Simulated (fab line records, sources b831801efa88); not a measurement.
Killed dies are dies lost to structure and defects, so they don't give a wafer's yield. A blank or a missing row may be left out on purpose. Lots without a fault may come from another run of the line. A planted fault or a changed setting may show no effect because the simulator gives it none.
A struck lot beside a sound one | flow gf180mcu | 15 steps out of a route of 602
Sound: wafers L466.1, L466.2, L466.5. Struck: wafers L480.1, L480.2, L480.3. The cause comes at the end.
At each step with rows: each side's tool, then ch and its chambers, then its first start. Under that, the readings that differ: sound wafers | struck wafers | difference of the means | sigmas: that difference in standard deviations of wafers without a fault.
alike: readings whose means differ by less than 2 such deviations, and words and numbers that are the same on both sides. not compared: withheld readings, readings that some wafer has no value for, bounds like >300 that may hide the same value, and numbers for which the record gives no deviation and whose values overlap.
The two part at a step that has a row with sigmas, a row that says differs or no value, or rows on one side only. Numbers that don't overlap but have no deviation are shown without sigmas and don't part them. A reading that every wafer of one side lacks parts them only if that side has two wafers or more.

GF_HV_LDD_CD_MEAS_46: target cd 400 nm.
  sound on cd_sem-01, day 13 07:27; struck on cd_sem-02, day 18 09:17
  alike: cd_nm
GF_HV_LDD_OVL_MEAS_47:
  sound on overlay-02, day 13 07:34; struck on overlay-01, day 18 09:24
  alike: HV_LDD_03_OVL
then, 1 step without rows for these wafers: GF_HV_LDD_IMPLANT_48.
GF_HV_LDD_STRIP_49: strips in O2/N2.
  sound on plasma_asher-03 ch 0,1, day 13 07:45; struck on plasma_asher-01 ch 0,1, day 18 09:35
  reading                      | sound             | struck            | difference | sigmas
  strip_time_to_endpoint_s (s) | 12.60 12.62 12.61 | 12.71 12.74 12.73 | +0.12      | +3
  alike: drypump_motor_current_A, heater_power_w, n2_flow_sccm, oes_product_au
  not compared: rf_hours_counter_h
GF_HV_LDD_TW_MEAS_50:
  sound on film_metro-04, day 13 07:51; struck on film_metro-04, day 18 09:41
  alike: HV_LDD_4_TW
then, 1 step without rows for these wafers: GF_HV_LDD_CLEAN_51 (cleans in SC1/SC2, time 150 s).
GF_HV_LDD_RTA_52: time 10 s.
  sound on rtp_anneal-01 ch 0, day 13 07:58; struck on rtp_anneal-01 ch 0, day 18 09:48
  alike: lamp_power_pct, wafer_temp_C_max
GF_HV_LDD_RS_MEAS_53: measures by four-point-probe.
  sound on film_metro-02, day 13 08:02; struck on film_metro-01, day 18 09:52
  alike: HV_LDD_RS
then, 1 step without rows for these wafers: GF_HV_LDD_CVD_54 (deposits SiO2 from TEOS, target thk 10 nm, time 75 s).
GF_HV_LDD_THK_MEAS_55:
  sound on film_metro-01, day 13 09:11; struck on film_metro-02, day 18 11:35
  alike: HV_LDD_CVD_54_THK
then, 1 step without rows for these wafers: GF_HV_LDD_CVD_56 (deposits Si3N4 from DCS/NH3, target thk 90 nm, time 1543 s).
GF_HV_LDD_THK_MEAS_57:
  sound on film_metro-01, day 13 10:40; struck on film_metro-01, day 18 13:04
  alike: HV_LDD_CVD_56_THK
GF_HV_LDD_ETCHBACK_58: etches Si3N4 in CH3F/O2, stops on SiO2, time 100 s, target depth 90 nm.
  sound on rie_diel-04 ch 0,2, day 13 10:44; struck on rie_diel-03 ch 1,2,3, day 18 13:08
  reading               | sound             | struck            | difference | sigmas
  oes_product_au (a.u.) | 0.844 0.847 0.852 | 0.873 0.872 0.873 | +0.025     | +4
  run_length_s (s)      | 128.3 128.9 128.8 | 125.7 124.8 126.0 | -3.2       | -7
  alike: drypump_motor_current_A, throttle_valve_pct
  not compared: rf_hours_counter_h
then, 1 step without rows for these wafers: GF_NSD_DEHYDRATE_00 (time 60 s).
-- the record jumps here: 16 days lie between the struck wafers' starts before and after (it left off in module NSD and takes up again in module PASSIVATION, whose first step shown is number 602 of the route) --
GF_PASSIVATION_PROBE_99:
  the record has rows for the struck wafers here (prober-02, day 34 02:20) and none for the sound ones

WHERE THEY PART
First at GF_HV_LDD_STRIP_49; last, within this record, at GF_PASSIVATION_PROBE_99.

WHY: what the simulator had put in
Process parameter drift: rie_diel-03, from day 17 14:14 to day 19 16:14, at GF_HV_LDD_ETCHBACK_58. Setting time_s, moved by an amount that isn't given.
